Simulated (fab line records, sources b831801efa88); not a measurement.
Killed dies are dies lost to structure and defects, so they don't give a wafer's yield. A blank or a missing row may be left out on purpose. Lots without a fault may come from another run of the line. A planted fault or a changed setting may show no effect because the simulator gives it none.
One fault seen from 2 desks | flow sky130 | each desk has only its own numbers; what lay behind them comes last

THE TOOL OWNER'S DESK: litho_track-04
The tool's own readings at SKY_RES_XHIGH_SOFTBAKE_03 (time 60 s): means of the sampled wafers that have a number, for each lot that ran on this tool. A lot is out of limits, marked OUT, if its mean lies more than 4 standard deviations from the usual mean; the brackets give that distance.
Columns: A = heater_power_total_W at SKY_RES_XHIGH_SOFTBAKE_03, usual 56.60 W; B = run_length_s at SKY_RES_XHIGH_SOFTBAKE_03, usual 89.2 s
lot  | first seen here | A                       | B
L984 | day 26 06:23    | 56.61                   | 88.8
L985 | day 26 15:51    | 56.58                   | 88.9
L987 | day 27 07:12    | 56.56                   | 88.8
L991 | day 29 08:17    | 62.24 (+99 or more) OUT | 73.8 (-47) OUT
L992 | day 29 09:48    | 62.26 (+99 or more) OUT | 73.9 (-46) OUT
L102 | day 31 22:39    | 56.64                   | 88.9
This desk's finding: out of limits on L991, L992; first on L991, day 29 08:17 (heater_power_total_W at SKY_RES_XHIGH_SOFTBAKE_03). In limits: L984, L985, L987, L102.

THE METROLOGY DESK
What the gauges read, lot by lot, whatever tool the lot ran on: means of the sampled wafers that have a number. A lot is out of limits, marked OUT, if its mean lies more than 4 standard deviations from the usual mean; the brackets give that distance.
Columns: A = VT_ADJUST_LVTN_01_OVL at SKY_VT_ADJUST_LVTN_OVL_MEAS_18, usual -0.7 nm; B = VT_ADJUST_HVTR_TW at SKY_VT_ADJUST_HVTR_TW_MEAS_11, usual 212.1; C = POLY_GATE_TW at SKY_RES_PROTECT_TW_MEAS_08, usual 4058
lot  | first seen here | A    | B     | C
L984 | day 7 19:32     | -1.6 | 211.4 | 4044
L985 | day 7 23:17     | 0.7  | 211.0 | 4056
L987 | day 8 17:20     | -0.7 | 212.3 | 4053
L990 | day 9 10:23     | -2.0 | 212.6 | 4032
L991 | day 9 22:44     | 0.4  | 213.8 | 4055
L992 | day 10 01:23    | -1.8 | 212.1 | 4093
L998 | day 11 14:08    | -2.4 | 211.8 | 4056
L101 | day 12 11:35    | 0.0  | 213.5 | 4059
L102 | day 12 15:16    | 1.0  | 211.8 | 4085
L103 | day 12 23:29    | -2.4 | 212.1 | 4034
L104 | day 13 07:38    | 0.7  | 212.1 | 4046
L105 | day 13 14:18    | 0.2  | 211.2 | 4111
L106 | day 14 04:05    | -2.4 | 211.0 | 4085
L107 | day 14 07:38    | -1.0 | 211.6 | 4073
This desk's finding: nothing out of limits on any of the 14 lots.

PUT TOGETHER
The tool owner's desk could have raised an alarm at day 29 08:17, on L991, L992.
The metrology desk saw nothing out of limits.
The metrology desk has L991, L992 on record, within its limits.
Of the lots named, all ran SKY_RES_XHIGH_SOFTBAKE_03 on litho_track-04.

WHAT THE SIMULATOR HAD PUT IN
Process parameter drift: litho_track-04, from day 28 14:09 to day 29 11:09, at SKY_RES_XHIGH_SOFTBAKE_03. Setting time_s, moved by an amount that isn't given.
Lots struck among those shown: L991, L992.
Hours from the fault's start to each desk's first reading out of limits: the tool owner's desk, 18.
